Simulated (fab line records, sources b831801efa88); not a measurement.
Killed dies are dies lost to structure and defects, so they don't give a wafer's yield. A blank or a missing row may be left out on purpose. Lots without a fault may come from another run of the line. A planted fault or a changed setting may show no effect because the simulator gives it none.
Which tool did it? | flow sky130 | 13 lots, 38 wafers sampled, at 4 steps of a route of 708

WHAT THE GAUGES READ, wafer by wafer
SKY_METAL2_THK_MEAS_06: measures by xrf.
lot  | measured     | on            | METAL2_ALCU_THK (nm)
L849 | day 33 13:55 | film_metro-02 | 250.6 250.2 247.6
L851 | day 34 23:41 | film_metro-03 | 249.9 249.3 248.3
L852 | day 35 05:13 | film_metro-03 | 248.3 248.5 249.5
L853 | day 35 07:54 | film_metro-03 | 251.2 248.5 248.4
L854 | day 35 16:41 | film_metro-02 | 245.1 244.9 247.0
L855 | day 36 05:22 | film_metro-02 | 247.6 245.2 251.2
L856 | day 36 12:31 | film_metro-03 | 247.2 247.8 249.3
L857 | day 36 18:59 | film_metro-03 | 247.8 251.0 252.2
L858 | day 36 21:43 | film_metro-02 | 245.9 244.2 245.7
L861 | day 37 16:15 | film_metro-03 | 246.0 246.6 248.2
L862 | day 38 05:32 | film_metro-02 | 248.9 248.9 249.3
L863 | day 38 07:44 | film_metro-02 | 248.2 246.1 245.8
L867 | day 39 19:20 | film_metro-03 | 249.9 250.4

SKY_VIA2_OVL_MEAS_13.
lot  | measured     | on         | VIA2_OVL (nm)
L849 | day 35 20:38 | overlay-01 | 2 7 0
L851 | day 37 04:59 | overlay-01 | -2 7 1
L852 | day 37 10:49 | overlay-01 | 5 -7 -1
L853 | day 37 12:12 | overlay-02 | 8 2 8
L854 | day 37 22:59 | overlay-02 | 0 0 -1
L855 | day 38 10:23 | overlay-02 | 0 -4 -2
L856 | day 38 16:39 | overlay-02 | 7 7 10
L857 | day 38 22:44 | overlay-02 | -17 -5 -3
L858 | day 39 01:52 | overlay-02 | -6 -2 -14
L861 | day 39 19:57 | overlay-02 | 1 0 -6
L862 | day 40 09:18 | overlay-01 | 8 0 4
L863 | day 40 10:25 | overlay-02 | 1 -3 -1
L867 | day 41 20:49 | overlay-02 | 10 11

WHICH TOOL RAN EACH LOT (tool, then ch and the chambers of the sampled wafers, then the start)
lot  | SKY_METAL2_SPUTTER_01        | SKY_VIA2_SOFTBAKE_08
L849 | pvd_sputter-02, day 33 13:41 | litho_track-02 ch 0, day 35 07:00
L851 | pvd_sputter-02, day 34 23:27 | litho_track-02 ch 0, day 36 15:00
L852 | pvd_sputter-02, day 35 04:58 | litho_track-02 ch 0, day 36 21:00
L853 | pvd_sputter-03, day 35 07:40 | litho_track-03 ch 0, day 36 23:00
L854 | pvd_sputter-02, day 35 16:27 | litho_track-02 ch 0, day 37 10:00
L855 | pvd_sputter-01, day 36 05:08 | litho_track-01 ch 0, day 37 20:00
L856 | pvd_sputter-03, day 36 12:17 | litho_track-03 ch 0, day 38 04:00
L857 | pvd_sputter-02, day 36 18:45 | litho_track-02 ch 0, day 38 11:00
L858 | pvd_sputter-03, day 36 21:28 | litho_track-01 ch 0, day 38 13:00
L861 | pvd_sputter-02, day 37 16:01 | litho_track-01 ch 0, day 39 07:00
L862 | pvd_sputter-02, day 38 05:17 | litho_track-01 ch 0, day 39 20:00
L863 | pvd_sputter-01, day 38 07:29 | litho_track-03 ch 0, day 39 21:00
L867 | pvd_sputter-03, day 39 19:05 | litho_track-01 ch 0, day 41 09:00
- SKY_METAL2_SPUTTER_01: material TiN, target thk 20 nm, time 16.7 s.
- SKY_VIA2_SOFTBAKE_08: time 90 s.

WHAT THE TOOLS THEMSELVES READ (means of the sampled wafers that have a number; where no wafer has one, the mark that the record gives instead)
SKY_METAL2_SPUTTER_01.
lot  | tool           | throttle_valve_pct (%)
L849 | pvd_sputter-02 | 29.5
L851 | pvd_sputter-02 | 29.8
L852 | pvd_sputter-02 | 29.7
L853 | pvd_sputter-03 | 30.2
L854 | pvd_sputter-02 | 29.8
L855 | pvd_sputter-01 | 29.5
L856 | pvd_sputter-03 | 30.2
L857 | pvd_sputter-02 | 29.6
L858 | pvd_sputter-03 | 30.3
L861 | pvd_sputter-02 | 29.7
L862 | pvd_sputter-02 | 28.9
L863 | pvd_sputter-01 | 29.1
L867 | pvd_sputter-03 | 30.1

SKY_VIA2_SOFTBAKE_08.
lot  | tool           | chill_plate_temp_C (C) | heater_power_total_W (W) | run_length_s (s)
L849 | litho_track-02 | 22.94                  | 57.32                    | 118.94
L851 | litho_track-02 | 22.97                  | 57.36                    | 119.01
L852 | litho_track-02 | 23.02                  | 57.36                    | 118.89
L853 | litho_track-03 | 22.89                  | 57.37                    | 119.27
L854 | litho_track-02 | 23.09                  | 57.31                    | 118.97
L855 | litho_track-01 | 22.91                  | 57.53                    | 119.27
L856 | litho_track-03 | 23.04                  | 57.37                    | 119.13
L857 | litho_track-02 | 23.00                  | 57.27                    | 118.94
L858 | litho_track-01 | 23.11                  | 57.46                    | 119.36
L861 | litho_track-01 | 23.00                  | 57.35                    | 119.31
L862 | litho_track-01 | 22.90                  | 57.34                    | 119.30
L863 | litho_track-03 | 22.87                  | 57.31                    | 119.16
L867 | litho_track-01 | 22.95                  | 68.56                    | 90.88

THE ANSWER, worked out from the rows above alone
Rule: what is usual is taken from the lots themselves. Put in order of their means at a reading, lots are off if they are a third of the lots or fewer, leave a main group of 4 or more, and stand apart from it by a gap of 3 or more times the standard deviation of the main group's means; of several such gaps the widest counts. A main group whose means are all the same, to the digits that the tables above print for the reading, isn't used. A lot without any number at a reading at which 4 lots or more have one is off too. The other lots that the step has rows for count as sound. The gauges are gone through in route order, then the tools' own readings, and for those a lot's mean is taken as printed above. The first step at which some lot is off is used, and at that step the reading that is off furthest; a lot without a number counts as furthest.
Off: L867, at SKY_VIA2_SOFTBAKE_08 (run_length_s). The main group: mean 119.13 s, standard deviation 0.16.
A tool fits if, at that step or a process step before it, it ran every lot that is off, and no sound lot after the first of them. Can't be told from this: 2 tools fit, pvd_sputter-03 at SKY_METAL2_SPUTTER_01, litho_track-01 at SKY_VIA2_SOFTBAKE_08.

WHAT THE SIMULATOR HAD PUT IN
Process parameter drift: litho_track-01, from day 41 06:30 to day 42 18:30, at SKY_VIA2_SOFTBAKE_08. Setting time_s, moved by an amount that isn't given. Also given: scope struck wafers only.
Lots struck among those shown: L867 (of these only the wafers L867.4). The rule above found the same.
